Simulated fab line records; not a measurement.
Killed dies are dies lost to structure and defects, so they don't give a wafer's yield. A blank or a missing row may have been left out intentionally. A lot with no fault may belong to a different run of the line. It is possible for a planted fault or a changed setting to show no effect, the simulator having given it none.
The tool behind it: which one? -- flow gf180mcu -- 7 lots with 21 wafers sampled at 3 steps, on a route of 602 steps

WHAT THE GAUGES READ, wafer by wafer
GF_PSD_OVL_MEAS_08.
lot,measured,on,PSD_OVL (nm)
L173,day 15 09:04,overlay-01,-0.6 -3.6 -1.3
L176,day 16 16:30,overlay-01,-0.3 -0.1 -0.2
L178,day 16 19:52,overlay-01,-2.0 -1.3 -2.7
L187,day 20 02:16,overlay-01,-0.2 -0.1 1.6
L189,day 20 20:08,overlay-01,-2.7 -3.9 -2.7
L191,day 21 10:09,overlay-01,-0.6 -1.1 0.1
L193,day 22 14:46,overlay-02,-4.0 -1.5 -1.9

WHICH TOOL RAN EACH LOT (tool, then ch and the chambers of the sampled wafers, then the start)
lot,GF_STI_STRIP_15,GF_POLY_GATE_SOFTBAKE_06
L173,"plasma asher-02 ch 0,1, day 2 17:24","litho track-03 ch 0, day 9 19:00"
L176,"plasma asher-02 ch 0,1, day 3 08:52","litho track-02 ch 0, day 10 17:00"
L178,"plasma asher-01 ch 0,1, day 3 18:52","litho track-03 ch 0, day 11 00:00"
L187,"plasma asher-01 ch 0, day 5 16:36","litho track-02 ch 0, day 13 17:00"
L189,"plasma asher-01 ch 0,1, day 6 03:02","litho track-03 ch 0, day 14 10:00"
L191,"plasma asher-02 ch 0,1, day 6 14:12","litho track-01 ch 0, day 14 22:00"
L193,"plasma asher-03 ch 0,1, day 7 00:24","litho track-01 ch 0, day 15 14:00"
- GF_STI_STRIP_15: strips in O2/N2.
- GF_POLY_GATE_SOFTBAKE_06: time 60 s.

THE ANSWER, worked out from the rows above alone
Rule: the usual values come from the lots themselves. Put in order of their means at a reading, lots are off if they are a third of the lots or fewer, leave a main group of 4 or more, and stand apart from it by a gap of 3 or more times the standard deviation of the main group's means; of several such gaps the widest counts. A main group whose means are all the same, to the digits that the tables above print for the reading, isn't used. A lot without any number at a reading at which 4 lots or more have one is off too. Where the step has rows for the other lots, those lots are counted as sound.
No lot is off at any reading shown: from this, nothing can be told.

WHAT WAS PUT IN BY THE SIMULATOR
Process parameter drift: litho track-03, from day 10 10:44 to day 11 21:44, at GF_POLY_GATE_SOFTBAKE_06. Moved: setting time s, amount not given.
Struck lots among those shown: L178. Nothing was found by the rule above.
